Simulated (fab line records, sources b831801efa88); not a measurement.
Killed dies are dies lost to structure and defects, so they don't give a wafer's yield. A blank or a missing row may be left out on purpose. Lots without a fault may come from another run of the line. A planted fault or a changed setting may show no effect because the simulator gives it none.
fab line records | flow sky130
record lots=7 wafers=21 last_day=50
route steps=708 shown LDD_N@252 LDD_P@255 PAD_OPEN@708
lots that met no fault: from a run of the same line without faults
start_h: hours from the record's first day to the start of the lot's first wafer shown | wait_h: hours since the lot's step before | " the same as in the row above | L1.1+2: a row that stands for several wafers | - no value, or no start given | * or withheld: withheld | < > ~ a bound
route shown NAME@n: a module of which the file shows steps, and the number in the route of the first | usual: mean/standard deviation of fault-free wafers | same: alike in all rows | chamber/n: place in a boat | sites: the reading at each site | _std_site: their standard deviation | _edge_site: outer sites' mean less inner sites' | radius_mm: how far each site lies from the wafer's centre | mask NAME#n: copy n | behind: the tool/chamber that last shaped the wafer | hold: why the lot was held/for how many hours/how that ended | device: the transistor (n, p or np) that didn't switch | end of line: the same wafers' tests at the end of the route | a step without rows: its recipe alone | killed: dies lost to structure and defects at the first sort, not the wafer's yield | map: a wafer's dies, x killed, . not, _ none there
set.NAME: the setting as run; set.NAME@STEP: as run at that earlier step | model.NAME: the simulator's own value behind a step, which no gauge read
lots at some steps of the route; a table a step, a row a wafer
services: from which hour (start_h, from the record's first day; less than 0 if before it) a tool's chamber was out of use, for how many hours, and why
## steps
# step SKY_LDD_N_IMPLANT_15
# recipe species=BF2 energy_kev=50 dose_cm2=5e+12 tilt_deg=30 rotation_deg=270
# step SKY_LDD_N_STRIP_16
# recipe chemistry=O2/N2 power_w=1400 pressure_mtorr=1500 platen_temp_c=withheld o2_flow_sccm=3000 n2_flow_sccm=300 overash_fraction=0.5
# usual drypump_motor_current_A=5.4/0.39 oes_product_au=0.406/0.0045 strip_time_to_endpoint_s=4.313/0.016
# columns lot.wafer tool chamber start_h wait_h drypump_motor_current_A oes_product_au rf_hours_counter_h strip_time_to_endpoint_s
L865.1 plasma_asher-04 1 451.67 0.1 5.3 0.401 2 4.271
L865.2 " 0 " " 5.4 0.412 2 4.286
L865.6 " 0 " " 5.4 0.407 - 4.305
L871.1 plasma_asher-02 1 514.62 0.1 4.9 0.413 66 4.283
L871.4 " 0 " " 4.8 0.406 - 4.293
L871.5 " 0 " " 4.9 0.397 - 4.291
L872.1 plasma_asher-04 1 516.57 0.1 5.3 0.405 9 4.305
L872.3 " 1 " " 5.3 0.408 - 4.323
L872.4 " 0 " " 5.4 0.404 - 4.321
L874.4 plasma_asher-01 1 530.71 0.1 5.7 0.405 - 4.315
L874.5 " 0 " " 5.9 0.410 - 4.323
L874.6 " 1 " " 5.6 0.406 - 4.322
L876.1 plasma_asher-02 1 560.22 0.1 4.8 0.409 70 4.318
L876.4 " 1 " " 4.8 0.410 - 4.319
L876.6 " 1 " " 4.8 0.410 - 4.300
L881.2 plasma_asher-01 1 585.82 0.1 5.7 0.407 89 4.316
L881.4 " 1 " " 5.7 0.407 - 4.327
L881.6 " 0 " " 5.9 0.414 - 4.325
L882.3 plasma_asher-04 1 596.15 0.1 5.3 0.405 - 4.313
L882.4 " 0 " " 5.4 0.398 - 4.305
L882.5 " 1 " " 5.3 0.406 - 4.289
# step SKY_LDD_N_TW_MEAS_17
# usual LDD_N_TW=2584/19
# columns lot.wafer tool chamber start_h wait_h LDD_N_TW
L865.1 film_metro-02 - 451.77 0.1 2594
L865.2 " - " " 2599
L865.6 " - " " 2582
L871.1 film_metro-01 - 514.72 0.1 2598
L871.4 " - " " 2572
L871.5 " - " " 2571
L872.1 film_metro-02 - 516.67 0.1 2581
L872.3 " - " " 2596
L872.4 " - " " 2596
L874.4 film_metro-04 - 530.80 0.1 2584
L874.5 " - " " 2585
L874.6 " - " " 2578
L876.1 film_metro-01 - 560.32 0.1 2540
L876.4 " - " " 2552
L876.6 " - " " 2529
L881.2 film_metro-02 - 585.93 0.1 2593
L881.4 " - " " 2591
L881.6 " - " " 2595
L882.3 film_metro-04 - 596.23 0.1 2576
L882.4 " - " " 2580
L882.5 " - " " 2577
# step SKY_LDD_P_DEHYDRATE_00
# recipe temp_c=200 time_s=60
# step SKY_LDD_P_HMDS_01
# recipe prime_time_s=60 prime_temp_c=120
# step SKY_LDD_P_COAT_02
# recipe resist=NOVOLAK spin_rpm=3000 resist_thk_nm=1140
# step SKY_LDD_P_SOFTBAKE_03
# recipe temp_c=90 time_s=60 resist=NOVOLAK
# step SKY_LDD_P_EXPOSE_04
# recipe mask_id=PSDM na=0.6 source_shape=conventional sigma_outer=0.6 polarization=unpolarized target_cd_nm=380 dose_mj=138
# step SKY_LDD_P_PEB_05
# recipe temp_c=withheld time_s=* resist=NOVOLAK
# step SKY_LDD_P_DEVELOP_06
# recipe resist=NOVOLAK developer=TMAH develop_time_s=60 dev_temp_c=23
# step SKY_LDD_P_CD_MEAS_07
# recipe target_cd_nm=380
# usual cd_nm=380.0/2.5
# columns lot.wafer tool chamber start_h wait_h cd_nm
L865.1 cd_sem-01 - 482.04 0.1 377.8
L865.2 " - " " 376.0
L865.6 " - " " 378.6
L871.1 cd_sem-01 - 544.50 0.1 383.0
L871.4 " - " " 382.7
L871.5 " - " " 382.6
L872.1 cd_sem-01 - 546.90 0.1 382.6
L872.3 " - " " 382.0
L872.4 " - " " 383.2
L874.4 cd_sem-02 - 560.54 0.1 381.5
L874.5 " - " " 382.2
L874.6 " - " " 381.0
L876.1 cd_sem-01 - 589.45 0.1 381.9
L876.4 " - " " 382.6
L876.6 " - " " 382.0
L881.2 cd_sem-02 - 614.61 0.1 376.9
L881.4 " - " " 376.3
L881.6 " - " " 382.2
L882.3 cd_sem-01 - 624.78 0.1 379.0
L882.4 " - " " 379.3
L882.5 " - " " 378.9
# step SKY_LDD_P_OVL_MEAS_08
# usual LDD_P_OVL=-1.1/1.2
# columns lot.wafer tool chamber start_h wait_h LDD_P_OVL[nm]
L865.1 overlay-01 - 482.16 0.1 -0.5
L865.2 " - " " -1.0
L865.6 " - " " -0.9
L871.1 overlay-01 - 544.62 0.1 0.5
L871.4 " - " " -0.8
L871.5 " - " " 1.2
L872.1 overlay-01 - 547.02 0.1 -1.0
L872.3 " - " " -2.2
L872.4 " - " " -2.6
L874.4 overlay-01 - 560.61 0.1 -2.1
L874.5 " - " " -0.3
L874.6 " - " " 0.3
L876.1 overlay-01 - 589.57 0.1 -0.8
L876.4 " - " " 0.3
L876.6 " - " " -1.6
L881.2 overlay-02 - 614.71 0.1 -0.8
L881.4 " - " " 0.4
L881.6 " - " " -0.8
L882.3 overlay-02 - 624.87 0.1 -1.9
L882.4 " - " " -1.0
L882.5 " - " " -1.1
# step SKY_LDD_P_IMPLANT_09
# recipe species=BF2 energy_kev=25 dose_cm2=1e+13 tilt_deg=withheld
# usual beam_energy_keV=24.999/0.0083
# columns lot.wafer tool chamber start_h wait_h beam_energy_keV model.implant.drp_nm
L865.1 implanter-03 0 482.19 0.0 25.019 11.41
L865.2 " 0 " " 25.001 11.41
L865.6 " 0 " " 25.018 11.41
L871.1 implanter-04 0 544.66 0.0 25.896 11.7
L871.4 " 0 " " 25.877 11.7
L871.5 " 0 " " 25.891 11.7
L872.1 implanter-04 0 547.06 0.0 25.883 11.7
L872.3 " 0 " " 25.901 11.7
L872.4 " 0 " " 25.896 11.7
L874.4 implanter-04 0 560.71 0.1 25.894 11.7
L874.5 " 0 " " 25.893 11.7
L874.6 " 0 " " 25.886 11.7
L876.1 implanter-02 0 589.61 0.0 25.004 11.41
L876.4 " 0 " " 25.007 11.41
L876.6 " 0 " " 24.999 11.41
L881.2 implanter-04 0 614.77 0.0 24.996 11.41
L881.4 " 0 " " 24.993 11.41
L881.6 " 0 " " 24.989 11.41
L882.3 implanter-04 0 624.94 0.1 25.004 11.41
L882.4 " 0 " " 25.001 11.41
L882.5 " 0 " " 25.008 11.41
# step SKY_LDD_P_STRIP_10
# recipe chemistry=O2/N2 power_w=1400 pressure_mtorr=1500 platen_temp_c=withheld o2_flow_sccm=3000 n2_flow_sccm=300 overash_fraction=0.5
# usual drypump_motor_current_A=5.4/0.53 oes_product_au=0.716/0.0048 strip_time_to_endpoint_s=14.17/0.041
# columns lot.wafer tool chamber start_h wait_h drypump_motor_current_A oes_product_au rf_hours_counter_h strip_time_to_endpoint_s
L865.1 plasma_asher-01 1 482.34 0.1 5.7 0.716 79 14.23
L865.2 " 0 " " 5.9 0.719 79 14.18
L865.6 " 0 " " 5.8 0.709 - 14.21
L871.1 plasma_asher-03 0 544.81 0.1 6.1 0.715 46 14.17
L871.4 " 1 " " 5.0 0.719 - 14.17
L871.5 " 0 " " 6.1 0.716 - 14.16
L872.1 plasma_asher-01 0 547.21 0.1 5.9 0.713 86 14.26
L872.3 " 1 " " 5.7 0.710 - 14.19
L872.4 " 0 " " 5.9 0.713 - 14.23
L874.4 plasma_asher-02 0 560.82 0.1 4.8 0.718 - 14.16
L874.5 " 1 " " 4.8 0.716 - 14.17
L874.6 " 0 " " 4.8 0.715 - 14.23
L876.1 plasma_asher-03 1 589.76 0.1 5.0 0.716 50 14.19
L876.4 " 1 " " 5.0 0.722 - 14.16
L876.6 " 0 " " 6.1 0.712 - 14.14
L881.2 plasma_asher-03 1 614.89 0.1 5.0 0.707 53 14.10
L881.4 " 0 " " 6.1 0.712 - 14.12
L881.6 " 1 " " 5.0 0.710 - 14.11
L882.3 plasma_asher-03 1 625.08 0.1 4.9 0.711 - 14.18
L882.4 " 0 " " 6.1 0.720 - 14.18
L882.5 " 1 " " 5.0 0.708 - 14.24
# step SKY_PAD_OPEN_PROBE_99
# usual killed_at_M0_to_M3=43/7.5 killed_at_M4_up=3.3/1.9 killed_at_contacts=24/4.6 killed_at_front_end=16/4.9 killed_at_other=0.2/0.46 killed_dies=87/9.1 killed_open=47/7.4 killed_short=39/6.6
# same gross_dies=492 killed_at_back_side=0
# columns lot.wafer tool chamber start_h wait_h killed_at_M0_to_M3 killed_at_M4_up killed_at_contacts killed_at_front_end killed_at_other killed_dies killed_open killed_short
L874.4 prober-01 - 1158.46 0.2 51 1 23 15 0 90 51 37
L874.5 prober-01 - 1158.51 0.2 52 4 26 15 0 97 57 39
L874.6 prober-01 - 1158.56 0.2 48 3 21 18 0 90 37 51
L876.1 prober-01 - 1170.63 0.1 49 3 23 9 0 84 44 40
L876.4 prober-01 - 1170.78 0.2 54 3 21 14 0 92 61 31
# killed by level:class
L874.4 VIA1:geometric_particle:open=14 LI_CONTACT:geometric_particle:open=9 CONTACT:geometric_particle:open=8 VIA2:geometric_particle:open=7 VIA1:geometric_particle:short=6 METAL1:geometric_particle:short=6 VIA3:geometric_particle:open=5 METAL2:geometric_particle:short=5
L874.5 VIA1:geometric_particle:open=14 LI_CONTACT:geometric_particle:open=9 VIA2:geometric_particle:short=8 CONTACT:geometric_particle:short=6 CONTACT:geometric_particle:open=6 VIA1:geometric_particle:short=5 VIA3:geometric_particle:open=5 FIELD_ISO:geometric_particle:open=4
L874.6 VIA3:geometric_particle:open=9 FIELD_ISO:geometric_particle:short=8 CONTACT:geometric_particle:short=8 VIA1:geometric_particle:open=7 VIA1:geometric_particle:short=6 VIA2:geometric_particle:open=6 METAL1:geometric_particle:short=5 LI_CONTACT:geometric_particle:open=4
L876.1 VIA1:geometric_particle:open=14 CONTACT:geometric_particle:open=10 VIA1:geometric_particle:short=8 METAL2:geometric_particle:short=8 LI_CONTACT:geometric_particle:open=7 FIELD_ISO:geometric_particle:short=5 VIA3:geometric_particle:short=4 LOCAL_INTERCONNECT:geometric_particle:short=3
L876.4 VIA1:geometric_particle:open=21 CONTACT:geometric_particle:open=9 METAL2:geometric_particle:short=6 VIA3:geometric_particle:open=6 LI_CONTACT:geometric_particle:open=5 FIELD_ISO:geometric_particle:open=4 POLY_GATE:geometric_particle:open=4 LI_CONTACT:geometric_particle:short=4
## services
# columns tool chamber start_h hours kind
plasma_asher-04 0 430.25 - clean
plasma_asher-04 1 430.25 - clean
plasma_asher-01 - 440.15 0.6 repair
implanter-02 - 444.49 7.5 pm
implanter-03 - 460.52 3.2 repair
plasma_asher-04 - 470.01 3.1 repair
implanter-02 - 527.26 1.3 repair
implanter-04 - 540.24 4.3 pm
plasma_asher-02 - 551.04 1.3 repair
implanter-03 - 558.35 1.1 repair
implanter-02 - 576.69 3.3 repair
implanter-03 - 587.97 1.3 repair
plasma_asher-01 - 590.03 6.1 repair
plasma_asher-03 - 615.88 0.7 repair
## key
first_sign step=SKY_LDD_P_IMPLANT_09 reading=beam_energy_keV direction=up sigmas=99+ usual=* struck=*
effect none on later readings
model_effect step=SKY_LDD_P_IMPLANT_09 value=implant.drp_nm without=11.41 struck=11.7
met_at SKY_LDD_P_IMPLANT_09
struck_wafers L871.1,L871.4,L871.5,L872.1,L872.3,L872.4,L874.4,L874.5,L874.6
tester_left_out L871,L872,L874
fault kind=process_parameter_drift tool=implanter-04 chamber=- onset_h=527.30 steps=SKY_LDD_P_IMPLANT_09 channel=energy_kev offset=* shape=step end_h=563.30 acts_in=* stated=*
# tester_left_out: of these lots the tester's yield and bins aren't shown, on N5 and GAA mostly nor the transistor test; their killed dies are dies lost to structure and defects alone, not to doping, threshold or leakage, so they don't give the yield
